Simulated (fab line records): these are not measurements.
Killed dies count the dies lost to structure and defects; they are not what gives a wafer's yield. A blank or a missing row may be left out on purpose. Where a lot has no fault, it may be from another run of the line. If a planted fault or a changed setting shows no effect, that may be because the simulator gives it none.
Which of the tools did it? | flow gf180mcu | 14 lots, 42 wafers sampled, at 5 steps of a route of 602

== WHAT THE GAUGES READ, wafer by wafer ==
GF_HV_LDD_TW_MEAS_23. Usual: HV_LDD_2_TW typically reads 1060, with standard deviation 8.4.
lot  | measured     | on            | HV_LDD_2_TW    | flag
L679 | day 10 20:42 | film_metro-04 | 1062 1055 1060 |
L680 | day 11 05:08 | film_metro-04 | 1063 1061 1063 |
L682 | day 11 16:26 | film_metro-01 | 1068 1068 1071 |
L683 | day 11 23:21 | film_metro-01 | 1070 1066 1071 |
L684 | day 12 11:54 | film_metro-04 | 1314 1310 1311 | OFF
L685 | day 13 06:37 | film_metro-03 | 1072 1064 1066 |
L688 | day 14 12:41 | film_metro-04 | 1038 1045 1043 |
L691 | day 14 23:42 | film_metro-03 | 1313 1321 1312 | OFF
L693 | day 15 08:28 | film_metro-01 | 1065 1068 1069 |
L695 | day 15 21:45 | film_metro-01 | 1069 1069 1067 |
L697 | day 16 22:32 | film_metro-01 | 1069 1066 1067 |
L698 | day 17 09:32 | film_metro-03 | 1059 1062 1053 |
L699 | day 17 20:29 | film_metro-01 | 1065 1064 1062 |
L700 | day 17 20:04 | film_metro-01 | 1062 1058 1062 |

GF_HV_LDD_TW_MEAS_38. Usual: HV_LDD_3_TW typically reads 1437, with standard deviation 15.
lot  | measured     | on            | HV_LDD_3_TW    | flag
L679 | day 11 16:01 | film_metro-01 | 1456 1453 1447 |
L680 | day 12 00:39 | film_metro-03 | 1452 1453 1448 |
L682 | day 12 11:57 | film_metro-01 | 1455 1452 1441 |
L683 | day 12 19:36 | film_metro-03 | 1455 1454 1452 |
L684 | day 13 07:40 | film_metro-03 | 1454 1450 1448 |
L685 | day 14 03:09 | film_metro-03 | 1439 1437 1437 |
L688 | day 15 10:39 | film_metro-01 | 1452 1459 1451 |
L691 | day 15 21:54 | film_metro-04 | 1423 1418 1415 |
L693 | day 16 06:50 | film_metro-04 | 1412 1415 1413 |
L695 | day 16 19:59 | film_metro-04 | 1421 1418 1419 |
L697 | day 17 21:59 | film_metro-03 | 1446 1448 1453 |
L698 | day 18 09:23 | film_metro-04 | 1420 1421 1420 |
L699 | day 18 20:50 | film_metro-04 | 1426 1418 1421 |
L700 | day 18 20:37 | film_metro-03 | 1451 1446 1445 |

GF_V4_THK_MEAS_01. Usual: V4_CVD_00_THK typically reads 601 nm, with standard deviation 5.3.
lot  | measured     | on            | V4_CVD_00_THK (nm) | flag
L679 | day 23 10:31 | film_metro-03 | 614 599 611        |
L680 | day 23 23:22 | film_metro-04 | 600 607 599        |
L682 | day 24 09:59 | film_metro-03 | 602 600 599        |
L683 | day 24 16:24 | film_metro-01 | 609 605 601        |
L684 | day 25 06:11 | film_metro-03 | 599 613 604        |
L685 | day 26 03:35 | film_metro-03 | 605 607 612        |
L688 | day 27 11:33 | film_metro-01 | 602 605 603        |
L691 | day 27 21:26 | film_metro-01 | 592 599 599        |
L693 | day 28 06:16 | film_metro-03 | 600 589 595        |
L695 | day 28 19:22 | film_metro-03 | 596 599 597        |
L697 | day 29 17:22 | film_metro-04 | 598 587 591        |
L698 | day 30 00:57 | film_metro-04 | 592 598 602        |
L699 | day 30 08:20 | film_metro-01 | 600 602 600        |
L700 | day 30 07:50 | film_metro-03 | 598 605 605        |

== EACH LOT AND THE TOOL THAT RAN IT (in order: tool; ch and the chambers of the sampled wafers; start) ==
lot  | GF_VT_IMPLANT_STRIP_42               | GF_HV_LDD_IMPLANT_21
L679 | plasma_asher-04 ch 0,1, day 7 15:25  | implanter-02 ch 0, day 10 20:28
L680 | plasma_asher-04 ch 0, day 7 22:19    | implanter-03 ch 0, day 11 04:53
L682 | plasma_asher-02 ch 0,1, day 8 10:22  | implanter-03 ch 0, day 11 16:13
L683 | plasma_asher-04 ch 0,1, day 8 15:20  | implanter-01 ch 0, day 11 23:08
L684 | plasma_asher-02 ch 0,1, day 9 02:16  | implanter-03 ch 0, day 12 11:20
L685 | plasma_asher-03 ch 0,1, day 9 18:11  | implanter-01 ch 0, day 13 06:22
L688 | plasma_asher-03 ch 0,1, day 10 19:08 | implanter-01 ch 0, day 14 12:26
L691 | plasma_asher-02 ch 0, day 11 07:14   | implanter-01 ch 0, day 14 23:05
L693 | plasma_asher-04 ch 0,1, day 11 15:16 | implanter-01 ch 0, day 15 08:14
L695 | plasma_asher-02 ch 0,1, day 12 02:50 | implanter-01 ch 0, day 15 21:30
L697 | plasma_asher-02 ch 0,1, day 13 02:22 | implanter-01 ch 0, day 16 22:17
L698 | plasma_asher-03 ch 0,1, day 13 10:52 | implanter-01 ch 0, day 17 09:19
L699 | plasma_asher-04 ch 0,1, day 13 18:53 | implanter-01 ch 0, day 17 20:16
L700 | plasma_asher-02 ch 0,1, day 13 19:42 | implanter-03 ch 0, day 17 19:51
- GF_VT_IMPLANT_STRIP_42: strips in O2/N2.
- GF_HV_LDD_IMPLANT_21

== WHAT THE TOOLS THEMSELVES READ (means of the sampled wafers that have a number; where no wafer has one, the mark that the record gives instead) ==
GF_VT_IMPLANT_STRIP_42. Usual: chamber_pressure_mTorr 1499.9 mTorr, standard deviation 1.4; drypump_motor_current_A 5.8 A, standard deviation 0.41; heater_power_w 332 W, standard deviation 47; oes_product_au 0.716 a.u., standard deviation 0.0042; strip_time_to_endpoint_s 12.64 s, standard deviation 0.031.
lot  | tool            | chamber_pressure_mTorr (mTorr) | drypump_motor_current_A (A) | heater_power_w (W) | oes_product_au (a.u.) | strip_time_to_endpoint_s (s) | flag
L679 | plasma_asher-04 | 1499.9                         | 5.8                         | 326                | 0.716                 | 12.66                        |
L680 | plasma_asher-04 | 1501.0                         | 5.6                         | 347                | 0.714                 | 12.65                        |
L682 | plasma_asher-02 | 1500.6                         | 6.0                         | 367                | 0.718                 | 12.68                        |
L683 | plasma_asher-04 | 1499.4                         | 6.0                         | 296                | 0.715                 | 12.65                        |
L684 | plasma_asher-02 | 1500.3                         | 6.1                         | 329                | 0.716                 | 12.60                        |
L685 | plasma_asher-03 | 1501.2                         | 5.2                         | 357                | 0.711                 | 12.59                        |
L688 | plasma_asher-03 | 1498.5                         | 5.2                         | 351                | 0.720                 | 12.65                        |
L691 | plasma_asher-02 | 1499.7                         | 5.9                         | 412                | 0.717                 | 12.68                        |
L693 | plasma_asher-04 | 1499.4                         | 6.0                         | 296                | 0.716                 | 12.66                        |
L695 | plasma_asher-02 | 1499.8                         | 6.1                         | 329                | 0.717                 | 12.64                        |
L697 | plasma_asher-02 | 1500.9                         | 6.1                         | 334                | 0.712                 | 12.64                        |
L698 | plasma_asher-03 | 1500.0                         | 5.3                         | 353                | 0.718                 | 12.65                        |
L699 | plasma_asher-04 | 1501.2                         | 6.0                         | 297                | 0.715                 | 12.60                        |
L700 | plasma_asher-02 | 1500.7                         | 6.0                         | 374                | 0.717                 | 12.60                        |

== THE ANSWER, worked out from the rows above alone ==
Rule: a lot is off if the mean of its wafers that have a number lies more than 3 standard deviations from the usual mean. Also off: a lot with no number at a reading for which 4 or more lots have one. The other lots that the step has rows for count as sound. After the gauges, taken in route order, come the tools' own readings; for these a lot's mean is taken, as printed above. The first step at which some lot is off is used, and at that step the reading that is off furthest; a lot without a number counts as furthest.
Off: L684, L691, at GF_HV_LDD_TW_MEAS_23 (HV_LDD_2_TW).
A tool fits if, at a process step before that reading, it ran every lot that is off, and no sound lot after the first of them. The gauges at GF_HV_LDD_TW_MEAS_23 are tried like those tools. Of those tried, none fits.

== WHAT THE SIMULATOR HAD PUT IN ==
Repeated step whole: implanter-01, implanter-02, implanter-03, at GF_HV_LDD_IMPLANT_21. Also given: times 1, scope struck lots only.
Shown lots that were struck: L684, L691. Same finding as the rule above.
